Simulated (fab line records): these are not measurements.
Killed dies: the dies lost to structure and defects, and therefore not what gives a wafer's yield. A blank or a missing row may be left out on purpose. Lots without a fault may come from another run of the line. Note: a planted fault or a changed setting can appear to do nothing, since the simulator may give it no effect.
What tool caused it?	flow sky130	13 lots, 39 wafers sampled, at 5 steps of a route of 708

== WHAT EACH GAUGE READ, for each wafer ==
SKY_POLY_GATE_CD_MEAS_13: target cd 150 nm.
lot	measured	on	cd_nm (nm)
L164	day 16 21:23	cd_sem-01	149.7 151.4 150.6
L165	day 17 16:16	cd_sem-02	151.9 150.8 151.8
L166	day 17 23:03	cd_sem-01	148.4 148.5 148.0
L167	day 18 02:23	cd_sem-02	149.3 150.6 150.5
L169	day 19 05:27	cd_sem-01	149.7 149.5 150.1
L175	day 21 03:35	cd_sem-01	153.2 154.1 152.0
L177	day 21 21:25	cd_sem-01	150.5 152.0 152.7
L181	day 23 18:30	cd_sem-01	150.3 151.3 150.3
L180	day 24 00:28	cd_sem-02	148.4 149.7 148.1
L182	day 24 00:47	cd_sem-01	149.5 149.7 149.2
L183	day 24 02:08	cd_sem-02	150.9 151.3 149.6
L184	day 24 14:31	cd_sem-02	152.8 150.3 151.6
L185	day 25 05:28	cd_sem-01	151.7 152.1 152.4

SKY_POLY_GATE_CD_MEAS_22.
lot	measured	on	cd_nm (nm)
L164	day 17 00:04	cd_sem-01	151.4 152.2 150.7
L165	day 17 18:58	cd_sem-02	151.9 146.6 148.9
L166	day 18 00:54	cd_sem-02	146.3 148.4 147.5
L167	day 18 05:03	cd_sem-02	147.3 149.9 150.6
L169	day 19 07:18	cd_sem-02	147.5 151.2 149.8
L175	day 21 05:26	cd_sem-01	152.7 153.5 152.8
L177	day 21 23:17	cd_sem-01	150.4 153.0 154.0
L181	day 23 20:26	cd_sem-02	150.7 153.0 151.8
L180	day 24 02:19	cd_sem-01	150.0 148.3 149.1
L182	day 24 02:39	cd_sem-02	150.6 149.4 149.5
L183	day 24 03:59	cd_sem-01	150.6 150.1 150.1
L184	day 24 17:14	cd_sem-01	153.6 151.5 151.8
L185	day 25 07:20	cd_sem-02	151.6 151.3 151.6

SKY_LDD_HVN_OVL_MEAS_07.
lot	measured	on	LDD_HVN_OVL (nm)
L164	day 20 19:57	overlay-02	2.7 1.9 0.6
L165	day 21 15:27	overlay-01	2.4 1.1 1.6
L166	day 21 23:57	overlay-02	1.1 0.9 -0.4
L167	day 22 03:00	overlay-01	2.4 1.4 1.5
L169	day 23 04:42	overlay-01	1.4 2.0 1.1
L175	day 25 01:05	overlay-01	0.1 -0.7 -1.1
L177	day 25 18:11	overlay-02	2.0 1.4 2.5
L181	day 27 13:22	overlay-02	49.8 49.7 50.1
L180	day 27 18:38	overlay-01	1.6 1.5 1.3
L182	day 27 20:56	overlay-01	52.5 53.1 51.7
L183	day 27 20:56	overlay-02	53.4 53.7 53.6
L184	day 28 09:24	overlay-02	3.1 2.3 2.1
L185	day 28 23:01	overlay-02	50.9 52.1 51.6

SKY_LDD_HVP_OVL_MEAS_07.
lot	measured	on	LDD_HVP_OVL (nm)
L164	day 22 02:47	overlay-01	-0.5 -0.2 0.2
L165	day 22 22:00	overlay-01	0.3 0.5 0.0
L166	day 23 06:15	overlay-02	1.5 0.6 1.4
L167	day 23 09:56	overlay-02	-0.9 0.1 -1.1
L169	day 24 10:57	overlay-01	1.4 1.2 0.0
L175	day 26 06:53	overlay-02	-0.2 -1.5 -1.3
L177	day 26 22:53	overlay-01	1.9 0.1 0.2
L181	day 28 18:01	overlay-02	0.6 -0.4 0.8
L180	day 28 22:56	overlay-02	1.8 1.7 3.1
L182	day 29 00:41	overlay-02	0.4 0.8 -0.1
L183	day 29 01:35	overlay-02	2.0 2.1 0.4
L184	day 29 13:05	overlay-02	1.6 0.2 0.1
L185	day 30 03:25	overlay-02	0.2 -1.0 -0.3

== WHAT TOOL EACH LOT RAN ON (gives the tool, then ch and the chambers of the sampled wafers, and finally the start) ==
lot	SKY_LDD_HVN_EXPOSE_04
L164	iline_stepper-02 ch 0, day 20 05:28
L165	iline_stepper-01 ch 0, day 21 00:23
L166	iline_stepper-02 ch 0, day 21 08:34
L167	iline_stepper-02 ch 0, day 21 12:12
L169	iline_stepper-02 ch 0, day 22 13:19
L175	iline_stepper-01 ch 0, day 24 11:01
L177	iline_stepper-01 ch 0, day 25 03:06
L181	iline_stepper-02 ch 0, day 26 23:33
L180	iline_stepper-01 ch 0, day 27 04:53
L182	iline_stepper-02 ch 0, day 27 06:55
L183	iline_stepper-02 ch 0, day 27 07:01
L184	iline_stepper-01 ch 0, day 27 18:29
L185	iline_stepper-02 ch 0, day 28 10:10
- SKY_LDD_HVN_EXPOSE_04: exposes mask HVNTM, target cd 700 nm.

== AS READ BY THE TOOLS THEMSELVES (means over the sampled wafers that have a number; for cases with no such wafer, the mark the record gives instead) ==
SKY_LDD_HVN_EXPOSE_04.
lot	tool	focus_offset_nm (nm)
L164	iline_stepper-02	-0.2
L165	iline_stepper-01	-0.1
L166	iline_stepper-02	0.3
L167	iline_stepper-02	-0.2
L169	iline_stepper-02	0.2
L175	iline_stepper-01	-0.1
L177	iline_stepper-01	-0.8
L181	iline_stepper-02	0.8
L180	iline_stepper-01	-0.5
L182	iline_stepper-02	-0.1
L183	iline_stepper-02	0.0
L184	iline_stepper-01	0.5
L185	iline_stepper-02	-0.3

== THE ANSWER, worked out from the rows above alone ==
Rule: what is usual is taken from the lots themselves. Put in order of their means at a reading, lots are off if they are a third of the lots or fewer, leave a main group of 4 or more, and stand apart from it by a gap of 3 or more times the standard deviation of the main group's means; of several such gaps the widest counts. A main group whose means are all the same, to the digits that the tables above print for the reading, isn't used. Also off: a lot with no number at a reading for which 4 or more lots have one. The other lots that the step has rows for count as sound. First the gauges in route order, then the tools' own readings, where a lot's mean is used as printed above. The first step at which some lot is off is used, and at that step the reading that is off furthest; a lot without a number counts as furthest.
Off: L181, L182, L183, L185, at SKY_LDD_HVN_OVL_MEAS_07 (LDD_HVN_OVL). Mean 1.4 nm and standard deviation 0.85 in the main group.
A tool fits if, at a process step before that reading, it ran every lot that is off, and no sound lot after the first of them. Those tools and the gauges at SKY_LDD_HVN_OVL_MEAS_07 are tried in the same way. One fits: SKY_LDD_HVN_EXPOSE_04 on iline_stepper-02. Its last sound lot is L169 (day 22 13:19), its first lot that is off L181 (day 26 23:33): a fault that began between those two fits.

== WHAT THE SIMULATOR HAD INSERTED ==
Scanner matching overlay: iline_stepper-02, from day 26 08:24 on, at SKY_LDD_HVN_EXPOSE_04. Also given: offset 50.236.
Struck lots among those shown: L181, L182, L183, L185. This agrees with what the rule above found.
